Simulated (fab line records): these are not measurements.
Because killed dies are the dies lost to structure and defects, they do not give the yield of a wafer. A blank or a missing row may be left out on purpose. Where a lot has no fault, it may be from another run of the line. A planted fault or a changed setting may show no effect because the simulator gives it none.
2 desks, one fault    flow sky130    each desk holds nothing but its own numbers, with what lay behind them at the end

== DESK OF THE TOOL OWNER: implanter-03 ==
For each lot that ran on this tool, the mean over its sampled wafers that have a number, from the tool's own readings at SKY_SD_N_IMPLANT_09. A lot is out of limits, marked OUT, if its mean lies more than 4 standard deviations from the usual mean; the brackets give that distance.
Columns: A = beam_energy_keV at SKY_SD_N_IMPLANT_09, usual 49.997
lot   first seen here  A
L952  day 28 10:26     49.994
L958  day 30 13:17     49.969
L959  day 30 17:17     44.615 (-99 or more) OUT
L960  day 31 18:38     44.614 (-99 or more) OUT
Finding of this desk: L959, L960 out of limits; the first was L959 at day 30 17:17, on beam_energy_keV at SKY_SD_N_IMPLANT_09. L952, L958 stayed within limits.

== METROLOGY DESK ==
What the gauges read, lot by lot, whatever tool the lot ran on: means of the sampled wafers that have a number. A lot is out of limits, marked OUT, if its mean lies more than 4 standard deviations from the usual mean; the brackets give that distance.
Columns: A = LDD_P_TW at SKY_LDD_P_TW_MEAS_11, usual 639; B = SD_N_OVL at SKY_SD_N_OVL_MEAS_08, usual -1.5 nm; C = SD_N_TW at SKY_SD_N_TW_MEAS_12, usual 3968; D = SD_N_RS at SKY_SD_N_RS_MEAS_16, usual 68.61 ohm/sq
lot   first seen here  A    B     C                D
L952  day 19 14:32     647  -0.9  3973             68.57
L953  day 19 17:54     648  -2.0  3959             68.59
L954  day 20 01:35     640  -1.7  3959             68.68
L955  day 20 08:20     647  -0.1  3973             68.49
L956  day 21 15:02     640  -2.3  3931             68.64
L958  day 21 19:31     640  -1.9  3971             68.70
L959  day 22 02:02     641  1.1   3846 (-5.3) OUT  72.65 (+37) OUT
L960  day 23 09:18     638  -2.3  3857 (-4.8) OUT  72.84 (+38) OUT
L973  day 27 05:34     634  -1.9  3965             68.66
L972  day 27 07:47     643  -1.1  3960             68.64
L974  day 27 14:18     641  -1.7  3981             68.57
Per this desk, out of limits: L959, L960; the first was L959, day 30 17:39 (SD_N_TW at SKY_SD_N_TW_MEAS_12). L952, L953, L954, L955, L956, L958, L973, L972, L974 stayed within limits.

== BROUGHT TOGETHER ==
The tool owner's desk could have raised an alarm at day 30 17:17, on L959, L960.
At day 30 17:39 the metrology desk could have sounded an alarm, on L959, L960.
Of the lots named, all ran SKY_SD_N_IMPLANT_09 on implanter-03.

== WHAT THE SIMULATOR HAD INSERTED ==
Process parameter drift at SKY_SD_N_IMPLANT_09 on implanter-03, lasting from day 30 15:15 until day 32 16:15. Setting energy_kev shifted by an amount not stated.
Struck lots among those shown: L959, L960.
Counting hours from when the fault started, the first reading out of limits came at 2 for the tool owner's desk and at 2 for the metrology desk.
